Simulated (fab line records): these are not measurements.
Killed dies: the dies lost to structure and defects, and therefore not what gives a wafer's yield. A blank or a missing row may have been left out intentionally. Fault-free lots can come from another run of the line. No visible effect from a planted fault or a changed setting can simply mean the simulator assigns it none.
Tool commonality check || flow gf180mcu || Sample size 11 lots and 33 wafers

== WHY THIS WAS OPENED ==
GF_V4_THK_MEAS_03, reading V4_CVD_02_THK: flagged on 2 of 11 lots. No-fault wafers: 854 nm, standard deviation 10.
Rule: a lot gets a flag if all its wafers with a number sit over 4 standard deviations from that mean, or if no wafer of it has a number. The rest of the lots are taken to be sound.

{"lot": "L858", "measured": "day 24 00:31", "on": "film metro-04", "V4_CVD_02_THK (nm), wafer by wafer": "841 853 858", "flag": ""}
{"lot": "L859", "measured": "day 24 06:22", "on": "film metro-03", "V4_CVD_02_THK (nm), wafer by wafer": "842 844 861", "flag": ""}
{"lot": "L862", "measured": "day 25 16:02", "on": "film metro-02", "V4_CVD_02_THK (nm), wafer by wafer": "848 861 861", "flag": ""}
{"lot": "L866", "measured": "day 26 23:42", "on": "film metro-04", "V4_CVD_02_THK (nm), wafer by wafer": "1462 1492 1497", "flag": "FLAGGED"}
{"lot": "L867", "measured": "day 27 16:12", "on": "film metro-04", "V4_CVD_02_THK (nm), wafer by wafer": "866 861 864", "flag": ""}
{"lot": "L868", "measured": "day 27 16:38", "on": "film metro-04", "V4_CVD_02_THK (nm), wafer by wafer": "1488 1489 1483", "flag": "FLAGGED"}
{"lot": "L869", "measured": "day 28 03:29", "on": "film metro-03", "V4_CVD_02_THK (nm), wafer by wafer": "832 862 863", "flag": ""}
{"lot": "L873", "measured": "day 29 03:58", "on": "film metro-02", "V4_CVD_02_THK (nm), wafer by wafer": "843 867 861", "flag": ""}
{"lot": "L875", "measured": "day 29 19:07", "on": "film metro-04", "V4_CVD_02_THK (nm), wafer by wafer": "848 857 852", "flag": ""}
{"lot": "L877", "measured": "day 30 02:18", "on": "film metro-03", "V4_CVD_02_THK (nm), wafer by wafer": "837 854 845", "flag": ""}
{"lot": "L879", "measured": "day 30 11:51", "on": "film metro-03", "V4_CVD_02_THK (nm), wafer by wafer": "846 864 859", "flag": ""}
The mean of the flagged lots' numbers is 1485 nm, +631 nm from the usual (+63 standard deviations).

== WHICH TOOL RAN EACH LOT ==
The record holds 2 process steps before the reading, out of a route of 602 steps. Every cell lists first the tool, next ch and the chambers used by the sampled wafers, and last the start.
{"lot": "L858", "flag": "", "GF_V3_STRIP_18": "plasma asher-04 ch 0,1, day 22 23:46", "GF_V4_CVD_02": "pecvd-02 ch 1,2, day 24 00:27"}
{"lot": "L859", "flag": "", "GF_V3_STRIP_18": "plasma asher-04 ch 0,1, day 23 05:25", "GF_V4_CVD_02": "pecvd-01 ch 1,2, day 24 06:18"}
{"lot": "L862", "flag": "", "GF_V3_STRIP_18": "plasma asher-04 ch 0, day 24 16:34", "GF_V4_CVD_02": "pecvd-02 ch 0,1, day 25 15:58"}
{"lot": "L866", "flag": "FLAGGED", "GF_V3_STRIP_18": "plasma asher-03 ch 0, day 26 01:04", "GF_V4_CVD_02": "pecvd-02 ch 0,1, day 26 23:38"}
{"lot": "L867", "flag": "", "GF_V3_STRIP_18": "plasma asher-02 ch 0,1, day 26 16:44", "GF_V4_CVD_02": "pecvd-04 ch 0,1,2, day 27 16:08"}
{"lot": "L868", "flag": "FLAGGED", "GF_V3_STRIP_18": "plasma asher-04 ch 0,1, day 26 18:03", "GF_V4_CVD_02": "pecvd-02 ch 0,1,2, day 27 16:34"}
{"lot": "L869", "flag": "", "GF_V3_STRIP_18": "plasma asher-04 ch 0,1, day 27 05:07", "GF_V4_CVD_02": "pecvd-04 ch 0,1,2, day 28 03:25"}
{"lot": "L873", "flag": "", "GF_V3_STRIP_18": "plasma asher-04 ch 0,1, day 28 06:15", "GF_V4_CVD_02": "pecvd-04 ch 0,2, day 29 03:52"}
{"lot": "L875", "flag": "", "GF_V3_STRIP_18": "plasma asher-02 ch 0,1, day 28 22:01", "GF_V4_CVD_02": "pecvd-04 ch 0,1,2, day 29 19:02"}
{"lot": "L877", "flag": "", "GF_V3_STRIP_18": "plasma asher-04 ch 0,1, day 29 05:25", "GF_V4_CVD_02": "pecvd-02 ch 1,2, day 30 02:14"}
{"lot": "L879", "flag": "", "GF_V3_STRIP_18": "plasma asher-04 ch 0,1, day 29 15:24", "GF_V4_CVD_02": "pecvd-02 ch 0,1, day 30 11:46"}
These steps, and what they do:
- GF_V3_STRIP_18: strips in O2/N2.
- GF_V4_CVD_02: deposits SiO2 from TEOS, target thk 850 nm, time 94.851 s.
- GF_V4_THK_MEAS_03

== FLAGGED AGAINST TOTAL, ONE TOOL AT A TIME (gauges that did the reading follow at the end) ==
{"step": "GF_V3_STRIP_18", "tool": "plasma asher-02", "lots run": 2, "flagged": 0, "share of the flagged lots": "none", "sound lots run after its first flagged lot": "-"}
{"step": "GF_V3_STRIP_18", "tool": "plasma asher-03", "lots run": 1, "flagged": 1, "share of the flagged lots": "some", "sound lots run after its first flagged lot": 0}
{"step": "GF_V3_STRIP_18", "tool": "plasma asher-04", "lots run": 8, "flagged": 1, "share of the flagged lots": "some", "sound lots run after its first flagged lot": "4 (L869,L873,L877,L879)"}
{"step": "GF_V4_CVD_02", "tool": "pecvd-01", "lots run": 1, "flagged": 0, "share of the flagged lots": "none", "sound lots run after its first flagged lot": "-"}
{"step": "GF_V4_CVD_02", "tool": "pecvd-02", "lots run": 6, "flagged": 2, "share of the flagged lots": "all", "sound lots run after its first flagged lot": "2 (L877,L879)"}
{"step": "GF_V4_CVD_02", "tool": "pecvd-04", "lots run": 4, "flagged": 0, "share of the flagged lots": "none", "sound lots run after its first flagged lot": "-"}
{"step": "GF_V4_THK_MEAS_03", "tool": "film metro-02", "lots run": 2, "flagged": 0, "share of the flagged lots": "none", "sound lots run after its first flagged lot": "-"}
{"step": "GF_V4_THK_MEAS_03", "tool": "film metro-03", "lots run": 4, "flagged": 0, "share of the flagged lots": "none", "sound lots run after its first flagged lot": "-"}
{"step": "GF_V4_THK_MEAS_03", "tool": "film metro-04", "lots run": 5, "flagged": 2, "share of the flagged lots": "all", "sound lots run after its first flagged lot": "2 (L867,L875)"}

== WHAT IS ALLOWED BY THE TABLE ==
Rows of the table that ran all the flagged lots, 2 in number: pecvd-02 at GF_V4_CVD_02; film metro-04 at GF_V4_THK_MEAS_03.
- pecvd-02 at GF_V4_CVD_02 ran 6 lots, 2 of them flagged. Lots that were sound ran on it after the first flagged one (L877, L879); a persistent fault on the entire tool would not allow that.
- film metro-04 at GF_V4_THK_MEAS_03 ran 5 lots, 2 of them flagged. Lots that were sound ran on it after the first flagged one (L867, L875); a persistent fault on the entire tool would not allow that.
Not one row of the table ran every flagged lot while running no sound lot after the first.

== WHAT THE SIMULATOR PUT IN ==
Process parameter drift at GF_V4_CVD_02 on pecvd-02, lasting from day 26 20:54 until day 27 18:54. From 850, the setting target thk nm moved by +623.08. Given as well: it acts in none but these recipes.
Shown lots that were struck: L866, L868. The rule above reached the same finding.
